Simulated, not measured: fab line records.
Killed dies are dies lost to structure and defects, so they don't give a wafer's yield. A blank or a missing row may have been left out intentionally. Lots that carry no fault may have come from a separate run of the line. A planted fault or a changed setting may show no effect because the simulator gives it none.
Tool commonality check	flow gf180mcu	Sample size 13 lots and 39 wafers

THE REASON FOR OPENING IT
Of 13 lots, 2 have the reading HV_LDD_3_TW flagged at GF_HV_LDD_TW_MEAS_38. No-fault wafers: 1436, standard deviation 7.2.
Rule: flag the lot when none of its wafers has a number, or when each of its wafers that has one lies beyond 4 standard deviations from that mean. The other lots count as sound.

lot	measured	on	HV_LDD_3_TW, wafer by wafer	flag
L584	day 11 21:38	film-metro-03	1437 1454 1453	
L585	day 12 02:12	film-metro-04	1431 1426 1430	
L586	day 12 09:33	film-metro-04	1426 1431 1430	
L587	day 12 23:31	film-metro-03	1425 1424 1426	
L588	day 13 02:41	film-metro-03	1438 1438 1440	
L591	day 13 16:38	film-metro-03	1439 1441 1437	
L592	day 14 04:59	film-metro-04	1437 1431 1440	
L595	day 15 03:53	film-metro-04	1443 1434 1437	
L596	day 15 12:29	film-metro-03	1438 1442 1438	
L598	day 16 02:35	film-metro-04	1426 1438 1440	
L602	day 17 14:28	film-metro-04	1436 1438 1432	
L604	day 18 00:25	film-metro-04	1594 1592 1592	FLAGGED
L605	day 18 17:31	film-metro-04	1599 1596 1590	FLAGGED
On average the flagged lots' numbers are 1594, which is +158 against the usual, or +22 standard deviations.

EACH LOT AND THE TOOL IT RAN ON
The record holds 1 process step before the reading, out of a route of 602 steps. Cell contents, in order: the tool; ch with the chambers the sampled wafers went through; the start.
lot	flag	GF_HV_LDD_IMPLANT_34
L584		implanter-03 ch 0, day 11 21:05
L585		implanter-03 ch 0, day 12 01:34
L586		implanter-03 ch 0, day 12 09:00
L587		implanter-03 ch 0, day 12 22:58
L588		implanter-01 ch 0, day 13 02:08
L591		implanter-03 ch 0, day 13 16:05
L592		implanter-04 ch 0, day 14 04:28
L595		implanter-04 ch 0, day 15 03:20
L596		implanter-03 ch 0, day 15 11:56
L598		implanter-01 ch 0, day 16 02:02
L602		implanter-03 ch 0, day 17 13:55
L604	FLAGGED	implanter-01 ch 0, day 17 23:52
L605	FLAGGED	implanter-01 ch 0, day 18 16:59
What the steps here do:
- GF_HV_LDD_IMPLANT_34
- GF_HV_LDD_TW_MEAS_38

FLAGGED OVER TOTAL, TOOL BY TOOL (the gauges that took the reading come last)
step	tool	lots run	flagged	share of the flagged lots	sound lots run after its first flagged lot
GF_HV_LDD_IMPLANT_34	implanter-01	4	2	all	0
GF_HV_LDD_IMPLANT_34	implanter-03	7	0	none	-
GF_HV_LDD_IMPLANT_34	implanter-04	2	0	none	-
GF_HV_LDD_TW_MEAS_38	film-metro-03	5	0	none	-
GF_HV_LDD_TW_MEAS_38	film-metro-04	8	2	all	0

WHAT THE TABLE ALLOWS
2 rows of the table ran every flagged lot: implanter-01 at GF_HV_LDD_IMPLANT_34, film-metro-04 at GF_HV_LDD_TW_MEAS_38.
- implanter-01 at GF_HV_LDD_IMPLANT_34: 2 of its 4 lots flagged. Its last sound lot is L598 (day 16 02:02), its first flagged lot L604 (day 17 23:52): a fault that began between those two fits.
- film-metro-04 at GF_HV_LDD_TW_MEAS_38: 2 of its 8 lots flagged. Its last sound lot is L602 (day 17 14:28), its first flagged lot L604 (day 18 00:25): a fault that began between those two fits.
These 2 tools cannot be told apart by counting lots, since each of them fits a fault that started at some hour. More lots, or a look at what each step does to the wafer, might.

WHAT HAD BEEN PUT IN BY THE SIMULATOR
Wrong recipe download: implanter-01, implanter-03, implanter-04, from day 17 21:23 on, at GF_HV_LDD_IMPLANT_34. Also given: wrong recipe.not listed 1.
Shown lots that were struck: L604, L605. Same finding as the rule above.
